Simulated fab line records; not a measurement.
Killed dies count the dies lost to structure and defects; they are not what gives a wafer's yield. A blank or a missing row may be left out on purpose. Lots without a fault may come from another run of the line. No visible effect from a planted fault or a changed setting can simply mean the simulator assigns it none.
The same fault as seen by 2 desks | flow sky130 | each desk holds nothing but its own numbers, with what lay behind them at the end

## THE TOOL OWNER'S DESK: cvdW-01
The tool's own readings at SKY_LI_CONTACT_CVD_21 (deposits W, target thk 400 nm, time 120.56 s): means of the sampled wafers that have a number, for each lot that ran on this tool. If a lot's mean is further than 4 standard deviations from the usual mean, the lot is out of limits and carries the mark OUT (the distance appears in the brackets).
Columns: A = heaterPowerW at SKY_LI_CONTACT_CVD_21, usual 865 W; B = susceptorTempC at SKY_LI_CONTACT_CVD_21, usual 399.99 C
lot  | first seen here | A   | B
L628 | day 30 08:31    | 845 | 399.86
L631 | day 30 23:26    | 855 | 400.10
L632 | day 31 07:37    | 852 | 400.23
L636 | day 32 18:57    | 850 | 400.07
L637 | day 32 22:10    | 846 | 399.78
L639 | day 34 01:10    | 867 | 400.03
Result from this desk: across the 6 lots, nothing is out of limits.

## METROLOGY DESK
What the gauges read, lot by lot, whatever tool the lot ran on: means of the sampled wafers that have a number. If a lot's mean is further than 4 standard deviations from the usual mean, the lot is out of limits and carries the mark OUT (the distance appears in the brackets).
Columns: A = LI_CONTACT_W_RS at SKY_LI_CONTACT_RS_MEAS_22, usual 0.284 ohm/sq; B = LI_CONTACT_W_THK at SKY_LI_CONTACT_THK_MEAS_23, usual 382 nm
lot  | first seen here | A               | B
L626 | day 29 15:11    | 0.286           | 374
L628 | day 30 08:38    | 0.283           | 376
L631 | day 30 23:34    | 0.282           | 388
L632 | day 31 07:44    | 0.287           | 385
L633 | day 31 19:16    | 0.285           | 385
L636 | day 32 19:05    | 0.285           | 384
L637 | day 32 22:17    | 0.285           | 384
L639 | day 34 01:17    | 0.219 (-20) OUT | 476 (+12) OUT
L643 | day 35 08:52    | 0.283           | 382
L648 | day 36 16:07    | 0.282           | 374
This desk reports L639 out of limits; the earliest was L639 at day 34 01:17 (LI_CONTACT_W_RS at SKY_LI_CONTACT_RS_MEAS_22). L626, L628, L631, L632, L633, L636, L637, L643, L648 stayed within limits.

## TAKEN TOGETHER
An alarm was possible from the metrology desk at day 34 01:17, on L639.
The desk of the tool owner found nothing out of limits.
Tool owner's desk: L639 on record, inside its limits.
On cvdW-01, each named lot ran SKY_LI_CONTACT_CVD_21.

## WHAT HAD BEEN PUT IN BY THE SIMULATOR
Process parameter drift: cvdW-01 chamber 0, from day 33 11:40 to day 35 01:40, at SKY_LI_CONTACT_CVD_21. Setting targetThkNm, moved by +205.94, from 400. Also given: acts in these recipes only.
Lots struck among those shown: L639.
Time in hours between the start of the fault and the first out-of-limits reading at each desk: metrology desk, 14.
